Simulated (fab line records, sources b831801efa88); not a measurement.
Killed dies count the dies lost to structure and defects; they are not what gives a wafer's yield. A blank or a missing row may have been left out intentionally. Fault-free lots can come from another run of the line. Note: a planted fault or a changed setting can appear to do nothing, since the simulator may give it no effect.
fab line records	flow sky130
[record] lots = 24	wafers = 72	lastDay = 50
route steps=708 shown METAL2@501 VIA2@508 METAL3@533 CAPM@551
lots that met no fault: taken from a fault-free run of the same line
startH: hours from the record's first day to the start of the lot's first wafer shown	waitH: hours from the lot's prior step to this one	" repeats the value in the row above	L1.1+2: one row covering several wafers at once	- value missing, or start not given	* or withheld: withheld	< > ~ a bound
route shown NAME@n: a module of which the file shows steps, and the number in the route of the first	usual: mean and standard deviation over wafers with no fault	same: alike in all rows	chamber/n: place in a boat	sites: per-site readings	_std_site: standard deviation of those values	_edge_site: mean of outer sites minus mean of inner sites	radiusMm: for every site, how far away it sits from the centre of the wafer	mask NAME#n: copy n	behind: the last tool/chamber to shape the wafer	hold: cause of the lot's hold/its duration in hours/its outcome	device: whichever transistor did not switch (one of n, p or np)	end of line: the route-end tests of the same wafers	a step given without rows: its recipe and nothing more	killed: count of dies lost to structure and defects at first sort (not the wafer's yield)	map: a wafer's dies, marking killed ones x, the rest . and places with no die _
set.NAME: the setting that was run; set.NAME@STEP: the one run at that earlier step	model.NAME: the simulator's own value behind a step, which no gauge read
a sample of lots followed through the steps of the route, with each step as a table and each wafer as a row
services: when a tool's chamber went out of use (startH, in hours from the record's first day, below 0 if earlier), for how many hours, and the reason
[[steps]]
[step SKY_METAL2_ETCH_18]
[recipe] chemistry = N2/H2	target = BARC	ionEnergyEv = 200	biasW = 100	pressureMtorr = 30	n2FlowSccm = 100	h2FlowSccm = 200	icpW = 500	stopOn = SiO2	timeS = 45.9	targetDepthA = 600
[usual] drypumpMotorCurrentA = 6.07/0.26	oesProductAu = 0.855/0.0042	throttleValvePct = 13.226/0.0086
lot.wafer	tool	chamber	startH	waitH	drypumpMotorCurrentA	oesProductAu	rfHoursCounterH	throttleValvePct
L074.3	rieMetal-01	0	825.19	0.0	6.13	0.857	-	13.223
L074.4	"	1	"	"	6.58	0.859	-	13.217
L074.6	"	0	"	"	6.11	0.857	-	13.218
L075.2	rieMetal-04	0	829.98	0.0	5.86	0.851	8	13.214
L075.3	"	0	"	"	5.87	0.860	-	13.230
L075.5	"	1	"	"	5.79	0.858	-	13.247
L076.2	rieMetal-04	0	835.42	0.0	5.87	0.861	8	13.213
L076.4	"	0	"	"	5.86	0.851	-	13.243
L076.6	"	1	"	"	5.79	0.849	-	13.227
L077.2	rieMetal-04	1	841.13	0.0	5.79	0.860	17	13.218
L077.4	"	0	"	"	5.86	0.854	-	13.230
L077.5	"	0	"	"	5.86	0.848	-	13.244
L078.1	rieMetal-04	1	849.37	0.0	5.80	0.852	17	13.219
L078.2	"	0	"	"	5.89	0.863	8	13.237
L078.3	"	1	"	"	5.81	0.853	-	13.223
L079.2	rieMetal-02	1	857.38	0.0	6.24	0.853	17	13.218
L079.3	"	1	"	"	6.24	0.848	-	13.222
L079.5	"	1	"	"	6.27	0.857	-	13.233
L080.1	rieMetal-01	0	866.32	0.0	6.14	0.854	17	13.225
L080.4	"	1	"	"	6.56	0.851	-	13.239
L080.5	"	1	"	"	6.57	0.859	-	13.225
L081.1	rieMetal-01	1	886.22	0.0	6.61	0.855	5	13.222
L081.5	"	1	"	"	6.59	0.860	-	13.223
L081.6	"	0	"	"	6.12	0.849	-	13.226
L082.2	rieMetal-04	0	888.37	0.1	5.88	0.855	-	13.233
L082.3	"	0	"	"	5.90	0.853	-	13.223
L082.5	"	0	"	"	5.88	0.856	-	13.247
L083.1	rieMetal-01	0	888.79	0.0	6.11	0.857	18	13.227
L083.3	"	0	"	"	6.14	0.854	-	13.222
L083.5	"	0	"	"	6.11	0.855	-	13.221
L084.1	rieMetal-01	1	892.03	0.0	6.60	0.856	5	13.231
L084.4	"	1	"	"	6.60	0.856	-	13.231
L084.6	"	1	"	"	6.61	0.863	-	13.234
L085.1	rieMetal-01	0	901.71	0.1	6.11	0.852	18	13.236
L085.4	"	0	"	"	6.10	0.843	-	13.230
L085.5	"	0	"	"	6.14	0.860	-	13.218
L086.1	rieMetal-04	0	910.68	0.0	5.86	0.854	12	13.217
L086.3	"	0	"	"	5.86	0.851	-	13.221
L086.4	"	1	"	"	5.78	0.856	-	13.220
L087.1	rieMetal-02	1	922.98	0.0	6.23	0.858	1	13.219
L087.2	"	0	"	"	6.03	0.856	18	13.235
L087.3	"	0	"	"	6.03	0.858	-	13.229
L088.1	rieMetal-04	1	923.63	0.0	5.78	0.859	1	13.216
L088.4	"	0	"	"	5.89	0.849	-	13.221
L088.6	"	1	"	"	5.78	0.856	-	13.233
L089.1	rieMetal-04	1	931.53	0.0	5.80	0.853	2	13.235
L089.2	"	0	"	"	5.88	0.858	13	13.225
L089.4	"	1	"	"	5.79	0.853	-	13.238
L090.1	rieMetal-01	1	936.06	0.1	6.61	0.855	8	13.227
L090.2	"	1	"	"	6.56	0.859	-	13.232
L090.5	"	1	"	"	6.58	0.851	-	13.232
L091.1	rieMetal-02	0	947.28	0.0	6.04	0.855	19	13.244
L091.2	"	1	"	"	6.26	0.856	2	13.236
L091.3	"	1	"	"	6.28	0.852	-	13.213
L092.2	rieMetal-04	1	953.48	0.0	5.78	0.856	3	13.227
L092.3	"	1	"	"	5.79	0.855	-	13.218
L092.5	"	1	"	"	5.79	0.853	-	13.237
L093.1	rieMetal-02	1	955.63	0.0	6.25	0.860	3	13.229
L093.2	"	0	"	"	6.04	0.856	19	13.215
L093.3	"	1	"	"	6.25	0.857	-	13.222
L094.2	rieMetal-04	0	963.68	0.0	5.85	0.852	14	13.197
L094.3	"	0	"	"	5.86	0.854	-	13.219
L094.4	"	1	"	"	5.79	0.852	-	13.227
L095.1	rieMetal-02	0	972.68	0.0	6.04	0.854	20	13.218
L095.3	"	0	"	"	6.09	0.856	-	13.221
L095.4	"	1	"	"	6.28	0.855	-	13.208
L096.2	rieMetal-02	1	977.69	0.0	6.25	0.856	4	13.228
L096.3	"	1	"	"	6.26	0.857	-	13.235
L096.5	"	1	"	"	6.25	0.853	-	13.222
L097.1	rieMetal-04	0	983.83	0.0	5.88	0.855	15	13.233
L097.5	"	1	"	"	5.80	0.844	-	13.223
L097.6	"	0	"	"	5.88	0.851	-	13.225
[step SKY_VIA2_THK_MEAS_01]
[recipe] reads = SiO2_of_VIA2_HDPCVD_00
[usual] VIA2_HDPCVD_THK = 1179/12
lot.wafer	tool	chamber	startH	waitH	VIA2_HDPCVD_THK[nm]
L074.3	filmMetro-03	-	826.14	0.1	1201
L074.4	"	-	"	"	1181
L074.6	"	-	"	"	1192
L075.2	filmMetro-03	-	830.94	0.1	1163
L075.3	"	-	"	"	1192
L075.5	"	-	"	"	1208
L076.2	filmMetro-01	-	836.33	0.1	1187
L076.4	"	-	"	"	1180
L076.6	"	-	"	"	1190
L077.2	filmMetro-04	-	842.01	0.1	1170
L077.4	"	-	"	"	1173
L077.5	"	-	"	"	1163
L078.1	filmMetro-03	-	850.24	0.1	1175
L078.2	"	-	"	"	1162
L078.3	"	-	"	"	1174
L079.2	filmMetro-03	-	858.26	0.1	1182
L079.3	"	-	"	"	1184
L079.5	"	-	"	"	1168
L080.1	filmMetro-04	-	867.19	0.1	1167
L080.4	"	-	"	"	1173
L080.5	"	-	"	"	1164
L081.1	filmMetro-01	-	887.09	0.1	1161
L081.5	"	-	"	"	1178
L081.6	"	-	"	"	1169
L082.2	filmMetro-03	-	889.38	0.1	1171
L082.3	"	-	"	"	1173
L082.5	"	-	"	"	1173
L083.1	filmMetro-03	-	889.66	0.1	1178
L083.3	"	-	"	"	1187
L083.5	"	-	"	"	1194
L084.1	filmMetro-03	-	893.35	0.1	1182
L084.4	"	-	"	"	1194
L084.6	"	-	"	"	1178
L085.1	filmMetro-03	-	902.74	0.1	1171
L085.4	"	-	"	"	1191
L085.5	"	-	"	"	1165
L086.1	filmMetro-04	-	911.56	0.1	1177
L086.3	"	-	"	"	1164
L086.4	"	-	"	"	1176
L087.1	filmMetro-03	-	923.86	0.1	1165
L087.2	"	-	"	"	1160
L087.3	"	-	"	"	1174
L088.1	filmMetro-04	-	924.54	0.1	1180
L088.4	"	-	"	"	1189
L088.6	"	-	"	"	1194
L089.1	filmMetro-01	-	932.41	0.1	1189
L089.2	"	-	"	"	1193
L089.4	"	-	"	"	1188
L090.1	filmMetro-03	-	937.09	0.1	1176
L090.2	"	-	"	"	1150
L090.5	"	-	"	"	1170
L091.1	filmMetro-03	-	948.17	0.1	1180
L091.2	"	-	"	"	1190
L091.3	"	-	"	"	1193
L092.2	filmMetro-04	-	954.37	0.1	1205
L092.3	"	-	"	"	1174
L092.5	"	-	"	"	1175
L093.1	filmMetro-01	-	956.57	0.1	1183
L093.2	"	-	"	"	1185
L093.3	"	-	"	"	1189
L094.2	filmMetro-01	-	964.57	0.1	1203
L094.3	"	-	"	"	1183
L094.4	"	-	"	"	1192
L095.1	filmMetro-04	-	973.55	0.1	1165
L095.3	"	-	"	"	1150
L095.4	"	-	"	"	1162
L096.2	filmMetro-03	-	978.57	0.1	1173
L096.3	"	-	"	"	1166
L096.5	"	-	"	"	1178
L097.1	filmMetro-03	-	984.71	0.1	1187
L097.5	"	-	"	"	1195
L097.6	"	-	"	"	1185
[step SKY_VIA2_THK_MEAS_23]
[recipe] thkMeasGauge = xrf	reads = W_of_VIA2_CVD_21
[usual] VIA2_W_THK = 421/5.3
lot.wafer	tool	chamber	startH	waitH	VIA2_W_THK[nm]
L074.3	filmMetro-01	-	853.83	0.1	420
L074.4	"	-	"	"	420
L074.6	"	-	"	"	418
L075.2	filmMetro-04	-	858.81	0.1	416
L075.3	"	-	"	"	423
L075.5	"	-	"	"	421
L076.2	filmMetro-03	-	864.11	0.1	424
L076.4	"	-	"	"	426
L076.6	"	-	"	"	425
L077.2	filmMetro-01	-	869.39	0.1	420
L077.4	"	-	"	"	416
L077.5	"	-	"	"	410
L078.1	filmMetro-03	-	878.84	0.1	428
L078.2	"	-	"	"	429
L078.3	"	-	"	"	425
L079.2	filmMetro-04	-	886.55	0.1	426
L079.3	"	-	"	"	428
L079.5	"	-	"	"	424
L080.1	filmMetro-03	-	894.95	0.1	417
L080.4	"	-	"	"	417
L080.5	"	-	"	"	417
L081.1	filmMetro-01	-	914.39	0.1	420
L081.5	"	-	"	"	425
L081.6	"	-	"	"	420
L082.2	filmMetro-03	-	915.85	0.1	417
L082.3	"	-	"	"	410
L082.5	"	-	"	"	415
L083.1	filmMetro-04	-	916.40	0.1	413
L083.3	"	-	"	"	421
L083.5	"	-	"	"	417
L084.1	filmMetro-01	-	919.62	0.1	421
L084.4	"	-	"	"	421
L084.6	"	-	"	"	425
L085.1	filmMetro-03	-	928.85	0.1	424
L085.4	"	-	"	"	421
L085.5	"	-	"	"	417
L086.1	filmMetro-01	-	936.67	0.1	421
L086.3	"	-	"	"	417
L086.4	"	-	"	"	419
L087.1	filmMetro-03	-	949.90	0.1	425
L087.2	"	-	"	"	423
L087.3	"	-	"	"	425
L088.1	filmMetro-03	-	950.61	0.1	416
L088.4	"	-	"	"	421
L088.6	"	-	"	"	417
L089.1	filmMetro-01	-	958.75	0.1	421
L089.2	"	-	"	"	422
L089.4	"	-	"	"	417
L090.1	filmMetro-03	-	963.07	0.1	428
L090.2	"	-	"	"	423
L090.5	"	-	"	"	419
L091.1	filmMetro-03	-	973.74	0.1	430
L091.2	"	-	"	"	430
L091.3	"	-	"	"	425
L092.2	filmMetro-03	-	979.71	0.1	419
L092.3	"	-	"	"	419
L092.5	"	-	"	"	425
L093.1	filmMetro-03	-	982.07	0.1	437
L093.2	"	-	"	"	425
L093.3	"	-	"	"	434
L094.2	filmMetro-01	-	990.25	0.1	410
L094.3	"	-	"	"	424
L094.4	"	-	"	"	415
L095.1	filmMetro-01	-	998.96	0.1	421
L095.3	"	-	"	"	420
L095.4	"	-	"	"	420
L096.2	filmMetro-03	-	1002.95	0.1	417
L096.3	"	-	"	"	413
L096.5	"	-	"	"	416
L097.1	filmMetro-03	-	1010.01	0.1	417
L097.5	"	-	"	"	418
L097.6	"	-	"	"	423
[step SKY_METAL3_SPUTTER_01]
[recipe] material = TiN	targetThkNm = 20	powerW = 6500	timeS = 16.7	chamberPressurePa = 0.4
[usual] chamberPressurePa = 0.4001/0.00067	throttleValvePct = 29.6/0.71
lot.wafer	tool	chamber	startH	waitH	chamberPressurePa	throttleValvePct
L074.3	pvdSputter-03	-	854.19	0.0	0.4008	30.1
L074.4	"	-	"	"	0.4000	28.6
L074.6	"	-	"	"	0.4001	30.4
L075.2	pvdSputter-04	-	859.18	0.0	0.3993	30.3
L075.3	"	-	"	"	0.3995	30.5
L075.5	"	-	"	"	0.4002	29.2
L076.2	pvdSputter-04	-	864.48	0.0	0.4009	29.4
L076.4	"	-	"	"	0.4003	29.8
L076.6	"	-	"	"	0.4005	30.3
L077.2	pvdSputter-03	-	869.76	0.0	0.4002	28.7
L077.4	"	-	"	"	0.3993	30.0
L077.5	"	-	"	"	0.3999	28.8
L078.1	pvdSputter-03	-	879.22	0.0	0.4008	28.7
L078.2	"	-	"	"	0.4001	28.5
L078.3	"	-	"	"	0.3998	29.9
L079.2	pvdSputter-01	-	886.93	0.0	0.4001	30.3
L079.3	"	-	"	"	0.4004	29.0
L079.5	"	-	"	"	0.4002	29.9
L080.1	pvdSputter-01	-	895.34	0.0	0.4009	30.1
L080.4	"	-	"	"	0.3996	29.0
L080.5	"	-	"	"	0.3992	29.0
L081.1	pvdSputter-04	-	914.80	0.0	0.4000	30.2
L081.5	"	-	"	"	0.3991	30.6
L081.6	"	-	"	"	0.3985	30.4
L082.2	pvdSputter-01	-	916.22	0.0	0.4007	30.4
L082.3	"	-	"	"	0.4015	28.4
L082.5	"	-	"	"	0.3995	28.4
L083.1	pvdSputter-04	-	916.78	0.0	0.3995	29.3
L083.3	"	-	"	"	0.4002	29.8
L083.5	"	-	"	"	0.3980	30.2
L084.1	pvdSputter-01	-	920.00	0.0	0.3996	28.5
L084.4	"	-	"	"	0.4010	30.3
L084.6	"	-	"	"	0.3997	28.1
L085.1	pvdSputter-01	-	929.23	0.0	0.4005	28.3
L085.4	"	-	"	"	0.3996	30.2
L085.5	"	-	"	"	0.4010	28.5
L086.1	pvdSputter-03	-	937.05	0.0	0.3990	29.9
L086.3	"	-	"	"	0.4019	28.7
L086.4	"	-	"	"	0.3996	30.0
L087.1	pvdSputter-01	-	950.28	0.0	0.4005	30.3
L087.2	"	-	"	"	0.3989	28.3
L087.3	"	-	"	"	0.4000	29.8
L088.1	pvdSputter-04	-	951.00	0.0	0.3999	29.8
L088.4	"	-	"	"	0.3992	29.3
L088.6	"	-	"	"	0.4001	30.6
L089.1	pvdSputter-04	-	959.13	0.0	0.3993	30.6
L089.2	"	-	"	"	0.3998	28.7
L089.4	"	-	"	"	0.4007	30.4
L090.1	pvdSputter-03	-	963.45	0.0	0.3993	30.0
L090.2	"	-	"	"	0.3998	30.4
L090.5	"	-	"	"	0.4007	29.1
L091.1	pvdSputter-03	-	974.12	0.0	0.3999	28.6
L091.2	"	-	"	"	0.4003	30.1
L091.3	"	-	"	"	0.4002	29.2
L092.2	pvdSputter-04	-	980.09	0.0	0.4014	30.1
L092.3	"	-	"	"	0.3987	30.7
L092.5	"	-	"	"	0.3994	29.1
L093.1	pvdSputter-01	-	982.45	0.0	0.3997	29.3
L093.2	"	-	"	"	0.4003	30.5
L093.3	"	-	"	"	0.3994	30.0
L094.2	pvdSputter-04	-	990.63	0.0	0.4006	29.7
L094.3	"	-	"	"	0.4000	29.1
L094.4	"	-	"	"	0.4001	30.3
L095.1	pvdSputter-01	-	999.34	0.0	0.4000	30.4
L095.3	"	-	"	"	0.3992	30.0
L095.4	"	-	"	"	0.3993	28.3
L096.2	pvdSputter-01	-	1003.32	0.0	0.3998	30.4
L096.3	"	-	"	"	0.3999	30.2
L096.5	"	-	"	"	0.4006	29.2
L097.1	pvdSputter-01	-	1010.39	0.0	0.4001	28.5
L097.5	"	-	"	"	0.4003	28.9
L097.6	"	-	"	"	0.4015	28.6
[step SKY_CAPM_STRIP_14]
[recipe] chemistry = O2/N2	powerW = 1400	pressureMtorr = 1500	platenTempC = withheld	o2FlowSccm = 3000	n2FlowSccm = 300	overashFraction = 0.5
[usual] drypumpMotorCurrentA = 5.7/0.44	oesProductAu = 0.710/0.0046	stripTimeToEndpointS = 12.66/0.046
lot.wafer	tool	chamber	startH	waitH	drypumpMotorCurrentA	oesProductAu	rfHoursCounterH	stripTimeToEndpointS
L074.3	plasmaAsher-03	1	881.37	0.1	5.2	0.718	-	12.68
L074.4	"	0	"	"	5.3	0.708	-	12.73
L074.6	"	1	"	"	5.2	0.709	-	12.70
L075.2	plasmaAsher-01	1	886.19	0.1	5.9	0.708	46	12.66
L075.3	"	1	"	"	5.9	0.711	-	12.63
L075.5	"	1	"	"	5.9	0.705	-	12.57
L076.2	plasmaAsher-03	1	890.85	0.1	5.2	0.714	103	12.57
L076.4	"	1	"	"	5.2	0.711	-	12.57
L076.6	"	0	"	"	5.3	0.712	-	12.55
L077.2	plasmaAsher-01	1	895.99	0.1	5.9	0.710	47	12.64
L077.4	"	1	"	"	5.9	0.706	-	12.66
L077.5	"	1	"	"	5.9	0.707	-	12.67
L078.1	plasmaAsher-03	0	905.21	0.1	5.3	0.716	105	12.59
L078.2	"	1	"	"	5.2	0.706	105	12.60
L078.3	"	0	"	"	5.3	0.705	-	12.57
L079.2	plasmaAsher-03	0	912.76	0.1	5.3	0.712	105	12.69
L079.3	"	1	"	"	5.2	0.715	-	12.71
L079.5	"	1	"	"	5.2	0.709	-	12.67
L080.1	plasmaAsher-02	0	920.81	0.1	5.6	0.708	18	12.69
L080.4	"	0	"	"	5.6	0.697	-	12.75
L080.5	"	1	"	"	6.4	0.702	-	12.73
L081.1	plasmaAsher-01	1	939.51	0.1	5.9	0.713	49	12.64
L081.5	"	1	"	"	5.9	0.705	-	12.64
L081.6	"	0	"	"	6.1	0.711	-	12.66
L082.2	plasmaAsher-03	0	940.46	0.1	5.3	0.710	109	12.68
L082.3	"	0	"	"	5.3	0.711	-	12.66
L082.5	"	0	"	"	5.3	0.709	-	12.64
L083.1	plasmaAsher-01	1	940.76	0.1	5.9	0.709	50	12.67
L083.3	"	1	"	"	5.9	0.712	-	12.70
L083.5	"	1	"	"	5.9	0.704	-	12.68
L084.1	plasmaAsher-02	1	943.85	0.1	6.4	0.713	21	12.62
L084.4	"	1	"	"	6.4	0.714	-	12.59
L084.6	"	1	"	"	6.4	0.709	-	12.59
L085.1	plasmaAsher-02	1	953.70	0.1	6.4	0.709	22	12.66
L085.4	"	1	"	"	6.3	0.705	-	12.66
L085.5	"	0	"	"	5.7	0.712	-	12.58
L086.1	plasmaAsher-03	0	961.40	0.1	5.3	0.709	111	12.65
L086.3	"	0	"	"	5.3	0.706	-	12.66
L086.4	"	1	"	"	5.2	0.708	-	12.67
L087.1	plasmaAsher-02	1	974.58	0.1	6.4	0.717	24	12.69
L087.2	"	0	"	"	5.6	0.712	24	12.67
L087.3	"	0	"	"	5.6	0.702	-	12.64
L088.1	plasmaAsher-03	0	975.40	0.1	5.3	0.712	112	12.70
L088.4	"	1	"	"	5.2	0.710	-	12.70
L088.6	"	1	"	"	5.2	0.712	-	12.69
L089.1	plasmaAsher-03	1	983.26	0.1	5.2	0.708	113	12.70
L089.2	"	0	"	"	5.3	0.709	113	12.73
L089.4	"	1	"	"	5.2	0.708	-	12.75
L090.1	plasmaAsher-03	1	987.66	0.1	5.2	0.707	114	12.66
L090.2	"	0	"	"	5.3	0.705	114	12.61
L090.5	"	1	"	"	5.2	0.707	-	12.66
L091.1	plasmaAsher-01	0	998.05	0.1	6.1	0.707	55	12.68
L091.2	"	1	"	"	5.9	0.707	55	12.69
L091.3	"	1	"	"	5.9	0.709	-	12.72
L092.2	plasmaAsher-02	0	1004.11	0.1	5.6	0.704	27	12.60
L092.3	"	1	"	"	6.4	0.712	-	12.61
L092.5	"	0	"	"	5.6	0.705	-	12.65
L093.1	plasmaAsher-02	0	1006.40	0.1	5.6	0.714	27	12.62
L093.2	"	1	"	"	6.4	0.716	27	12.65
L093.3	"	0	"	"	5.6	0.710	-	12.68
L094.2	plasmaAsher-02	1	1013.51	0.1	6.4	0.712	28	12.67
L094.3	"	1	"	"	6.4	0.707	-	12.67
L094.4	"	0	"	"	5.6	0.701	-	12.68
L095.1	plasmaAsher-01	0	1022.01	0.1	6.1	0.708	56	12.63
L095.3	"	0	"	"	6.1	0.717	-	12.63
L095.4	"	1	"	"	5.9	0.711	-	12.59
L096.2	plasmaAsher-03	0	1027.01	0.1	5.3	0.708	118	12.66
L096.3	"	0	"	"	5.3	0.708	-	12.70
L096.5	"	1	"	"	5.2	0.715	-	12.67
L097.1	plasmaAsher-02	0	1033.21	0.1	5.6	0.721	30	12.64
L097.5	"	0	"	"	5.6	0.709	-	12.67
L097.6	"	1	"	"	6.4	0.710	-	12.68
[step SKY_METAL3_CD_MEAS_13]
[recipe] targetCdNm = 300
[usual] cdNm = 299.6/1.5
lot.wafer	tool	chamber	startH	waitH	cdNm
L074.3	cdSem-02	-	907.24	-	297.7
L074.4	"	-	"	"	299.0
L074.6	"	-	"	"	297.7
L075.2	cdSem-01	-	911.62	-	302.1
L075.3	"	-	"	"	301.0
L075.5	"	-	"	"	300.7
L076.2	cdSem-01	-	916.52	-	299.9
L076.4	"	-	"	"	300.6
L076.6	"	-	"	"	301.7
L077.2	cdSem-02	-	921.77	-	297.5
L077.4	"	-	"	"	297.7
L077.5	"	-	"	"	298.8
L078.1	cdSem-01	-	930.25	-	301.4
L078.2	"	-	"	"	301.2
L078.3	"	-	"	"	300.7
L079.2	cdSem-01	-	937.72	-	299.3
L079.3	"	-	"	"	300.2
L079.5	"	-	"	"	299.3
L080.1	cdSem-01	-	945.60	-	301.5
L080.4	"	-	"	"	302.0
L080.5	"	-	"	"	303.3
L081.1	cdSem-01	-	964.65	-	299.0
L081.5	"	-	"	"	299.0
L081.6	"	-	"	"	298.4
L082.2	cdSem-01	-	965.05	-	297.7
L082.3	"	-	"	"	297.2
L082.5	"	-	"	"	296.7
L083.1	cdSem-02	-	965.70	-	299.8
L083.3	"	-	"	"	298.7
L083.5	"	-	"	"	299.4
L084.1	cdSem-02	-	968.45	-	299.2
L084.4	"	-	"	"	299.9
L084.6	"	-	"	"	301.7
L085.1	cdSem-02	-	978.20	-	300.4
L085.4	"	-	"	"	298.6
L085.5	"	-	"	"	298.7
L086.1	cdSem-01	-	986.15	-	301.3
L086.3	"	-	"	"	300.9
L086.4	"	-	"	"	300.1
L087.1	cdSem-01	-	998.75	-	297.6
L087.2	"	-	"	"	298.6
L087.3	"	-	"	"	297.7
L088.1	cdSem-01	-	999.10	-	298.5
L088.4	"	-	"	"	298.4
L088.6	"	-	"	"	298.8
L089.1	cdSem-01	-	1007.13	-	298.5
L089.2	"	-	"	"	298.7
L089.4	"	-	"	"	298.6
L090.1	cdSem-01	-	1011.25	-	302.4
L090.2	"	-	"	"	303.5
L090.5	"	-	"	"	302.1
L091.1	cdSem-01	-	1020.68	-	297.3
L091.2	"	-	"	"	298.0
L091.3	"	-	"	"	297.9
L092.2	cdSem-01	-	1027.62	-	299.4
L092.3	"	-	"	"	299.0
L092.5	"	-	"	"	298.8
L093.1	cdSem-02	-	1029.58	-	299.9
L093.2	"	-	"	"	299.8
L093.3	"	-	"	"	299.7
L094.2	cdSem-02	-	1035.92	-	301.1
L094.3	"	-	"	"	301.1
L094.4	"	-	"	"	299.6
L095.1	cdSem-02	-	1045.25	-	298.3
L095.3	"	-	"	"	298.5
L095.4	"	-	"	"	299.5
L096.2	cdSem-02	-	1050.52	-	301.6
L096.3	"	-	"	"	300.9
L096.5	"	-	"	"	300.4
L097.1	cdSem-01	-	1056.10	-	299.5
L097.5	"	-	"	"	301.2
L097.6	"	-	"	"	301.6
[[services]]
tool	chamber	startH	hours	kind
pvdSputter-01	1	807.19	-	consumableReplace:kit
pvdSputter-01	1	807.19	18.0	scheduledDown
pvdSputter-01	1	807.19	18.0	ventCycle
plasmaAsher-01	-	827.25	6.1	repair
pvdSputter-04	-	849.85	2.1	repair
rieMetal-04	1	865.58	-	clean
rieMetal-04	1	865.58	22.9	scheduledDown
rieMetal-04	1	865.58	22.9	ventCycle
pvdSputter-03	-	870.84	1.2	repair
plasmaAsher-01	-	877.75	2.8	pm
rieMetal-01	1	897.80	8.6	repair
rieMetal-01	0	898.06	2.3	repair
plasmaAsher-01	-	911.88	0.8	repair
plasmaAsher-01	-	914.94	16.5	repair
plasmaAsher-01	-	917.33	0.3	repair
rieMetal-01	-	954.52	0.3	repair
pvdSputter-01	-	967.80	4.0	repair
rieMetal-02	1	973.83	2.1	repair
pvdSputter-04	-	975.84	3.6	repair
plasmaAsher-01	-	986.96	5.2	repair
plasmaAsher-01	-	1004.01	12.9	pm
plasmaAsher-02	-	1016.52	2.8	pm
rieMetal-04	-	1020.32	28.1	pm
plasmaAsher-01	-	1024.75	1.3	repair
[[key]]
fault none
